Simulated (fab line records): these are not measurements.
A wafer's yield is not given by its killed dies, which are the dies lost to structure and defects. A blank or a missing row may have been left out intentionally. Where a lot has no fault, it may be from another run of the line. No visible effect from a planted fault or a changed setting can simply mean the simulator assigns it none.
The tool behind it: which one? -- flow gf180mcu -- 13 lots with 39 wafers sampled at 2 steps, on a route of 602 steps

WHAT THE GAUGES SHOWED, per wafer
GF_PSD_OVL_MEAS_08. Usual: PSD_OVL typically reads -0.2 nm, with standard deviation 1.2.
lot,measured,on,PSD_OVL (nm),flag
L518,day 14 05:59,overlay-01,-0.2 -0.4 -0.1,
L519,day 14 11:59,overlay-02,-0.3 1.2 -0.2,
L522,day 15 10:19,overlay-01,-0.8 1.7 1.6,
L523,day 16 00:34,overlay-02,1.2 -0.8 2.0,
L529,day 18 10:20,overlay-01,0.6 1.0 -0.8,
L532,day 19 06:03,overlay-01,-0.9 0.8 0.3,
L533,day 19 22:26,overlay-02,-2.1 -0.7 -3.5,
L534,day 20 08:44,overlay-01,-2.7 -1.0 -2.4,
L535,day 20 19:01,overlay-02,0.8 -1.0 0.4,
L536,day 20 19:19,overlay-01,-0.5 -1.2 -1.8,
L537,day 20 22:11,overlay-01,-0.5 -1.3 0.1,
L540,day 22 04:34,overlay-01,0.1 -1.1 0.3,
L541,day 22 07:20,overlay-01,-2.0 -0.5 -1.4,

EACH LOT AND THE TOOL THAT RAN IT (in order: tool; ch and the chambers of the sampled wafers; start)
lot,GF_NWELL_EXPOSE_04
L518,"ilineStepper-01 ch 0, day 3 03:14"
L519,"ilineStepper-02 ch 0, day 3 07:18"
L522,"ilineStepper-02 ch 0, day 3 21:56"
L523,"ilineStepper-02 ch 0, day 4 03:42"
L529,"ilineStepper-02 ch 0, day 5 14:24"
L532,"ilineStepper-01 ch 0, day 6 04:37"
L533,"ilineStepper-02 ch 0, day 6 13:22"
L534,"ilineStepper-02 ch 0, day 6 19:01"
L535,"ilineStepper-02 ch 0, day 7 00:45"
L536,"ilineStepper-02 ch 0, day 7 02:09"
L537,"ilineStepper-01 ch 0, day 7 08:01"
L540,"ilineStepper-01 ch 0, day 8 01:59"
L541,"ilineStepper-01 ch 0, day 8 05:15"
- GF_NWELL_EXPOSE_04: exposes mask Nwell, target cd 860 nm.

AS READ BY THE TOOLS THEMSELVES (means over the sampled wafers that have a number; for cases with no such wafer, the mark the record gives instead)
The record holds no such reading with a usual standard deviation.

THE ANSWER, worked out from the rows above alone
Rule: a lot is off if the mean of its wafers that have a number lies more than 3 standard deviations from the usual mean. Also off: a lot with no number at a reading for which 4 or more lots have one. The other lots that the step has rows for count as sound. First the gauges in route order, then the tools' own readings, where a lot's mean is used as printed above. The first step at which some lot is off is used, and at that step the reading that is off furthest; a lot without a number counts as furthest.
Nothing can be told from this: no lot is off at any reading shown.

WHAT THE SIMULATOR HAD INSERTED
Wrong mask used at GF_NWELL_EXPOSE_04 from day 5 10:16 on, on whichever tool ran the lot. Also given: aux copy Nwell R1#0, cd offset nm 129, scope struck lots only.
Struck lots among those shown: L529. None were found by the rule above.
